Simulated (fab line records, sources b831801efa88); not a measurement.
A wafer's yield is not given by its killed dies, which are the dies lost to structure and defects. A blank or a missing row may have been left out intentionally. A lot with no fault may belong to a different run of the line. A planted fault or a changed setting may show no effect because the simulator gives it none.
Tool commonality check -- flow sky130 -- 13 lots and 38 wafers in the sample

## REASON IT WAS OPENED
At SKY_VT_ADJUST_PCH_TW_MEAS_10 the reading VT_ADJUST_PCH_TW is flagged on 1 of 13 lots. No-fault wafers: 142.9, standard deviation 1.3.
Rule: a lot is flagged when every wafer of it that has a number lies more than 4 standard deviations from that mean, or none has a number. As for the other lots, they are considered sound.

lot,measured,on,"VT_ADJUST_PCH_TW, wafer by wafer",flag
L808,day 11 01:49,film-metro-03,143.4 142.7 143.0,
L810,day 11 12:13,film-metro-03,143.3 142.5 143.2,
L811,day 11 20:44,film-metro-03,30.1 30.0 30.1,FLAGGED
L812,day 12 01:05,film-metro-03,142.1 142.5 142.1,
L814,day 12 13:26,film-metro-03,142.2 142.0,
L817,day 13 11:49,film-metro-03,143.1 143.4 144.0,
L820,day 14 18:22,film-metro-01,140.2 140.2 140.6,
L823,day 15 16:53,film-metro-03,143.3 142.8 143.7,
L824,day 15 19:41,film-metro-02,144.6 145.1 145.1,
L825,day 16 04:20,film-metro-03,142.7 142.3 142.9,
L827,day 17 07:35,film-metro-02,144.7 144.6 145.0,
L829,day 17 12:10,film-metro-01,143.6 143.5 142.8,
L830,day 17 22:16,film-metro-03,141.3 142.0 141.8,
The mean of the flagged lots' numbers is 30.1, -112.8 from the usual (-87 standard deviations).

## TOOL THAT RAN EACH LOT
The record keeps 1 process step preceding the reading, out of 708 steps on the route. In each cell: the tool, then ch and the chambers that the sampled wafers went through, then the start.
lot,flag,SKY_VT_ADJUST_PCH_EXPOSE_04
L808,,"iline-stepper-01 ch 0, day 10 13:34"
L810,,"iline-stepper-02 ch 0, day 11 00:07"
L811,FLAGGED,"iline-stepper-01 ch 0, day 11 08:13"
L812,,"iline-stepper-01 ch 0, day 11 12:16"
L814,,"iline-stepper-01 ch 0, day 12 00:33"
L817,,"iline-stepper-02 ch 0, day 12 21:57"
L820,,"iline-stepper-01 ch 0, day 14 05:05"
L823,,"iline-stepper-01 ch 0, day 15 02:55"
L824,,"iline-stepper-01 ch 0, day 15 05:56"
L825,,"iline-stepper-02 ch 0, day 15 13:58"
L827,,"iline-stepper-01 ch 0, day 16 16:14"
L829,,"iline-stepper-02 ch 0, day 16 21:26"
L830,,"iline-stepper-02 ch 0, day 17 07:40"
What is done by these steps:
- SKY_VT_ADJUST_PCH_EXPOSE_04: exposes mask NWM, target cd 840 nm.
- SKY_VT_ADJUST_PCH_TW_MEAS_10

## FLAGGED OVER TOTAL, TOOL BY TOOL (the gauges that took the reading come last)
step,tool,lots run,flagged,share of the flagged lots,sound lots run after its first flagged lot
SKY_VT_ADJUST_PCH_EXPOSE_04,iline-stepper-01,8,1,all,"6 (L812,L814,L820,L823,L824,L827)"
SKY_VT_ADJUST_PCH_EXPOSE_04,iline-stepper-02,5,0,none,-
SKY_VT_ADJUST_PCH_TW_MEAS_10,film-metro-01,2,0,none,-
SKY_VT_ADJUST_PCH_TW_MEAS_10,film-metro-02,2,0,none,-
SKY_VT_ADJUST_PCH_TW_MEAS_10,film-metro-03,9,1,all,"6 (L812,L814,L817,L823,L825,L830)"

## WHAT THE TABLE PERMITS
2 rows of the table ran every flagged lot: iline-stepper-01 at SKY_VT_ADJUST_PCH_EXPOSE_04, film-metro-03 at SKY_VT_ADJUST_PCH_TW_MEAS_10.
- iline-stepper-01 at SKY_VT_ADJUST_PCH_EXPOSE_04: 1 of its 8 lots flagged. Lots that were sound ran on it after the first flagged one (L812, L814, L820, L823, L824, L827); a persistent fault on the entire tool would not allow that.
- film-metro-03 at SKY_VT_ADJUST_PCH_TW_MEAS_10: 1 of its 9 lots flagged. Lots that were sound ran on it after the first flagged one (L812, L814, L817, L823, L825, L830); a persistent fault on the entire tool would not allow that.
Every row of the table either missed a flagged lot or ran a sound lot after the first.

## WHAT THE SIMULATOR PUT IN
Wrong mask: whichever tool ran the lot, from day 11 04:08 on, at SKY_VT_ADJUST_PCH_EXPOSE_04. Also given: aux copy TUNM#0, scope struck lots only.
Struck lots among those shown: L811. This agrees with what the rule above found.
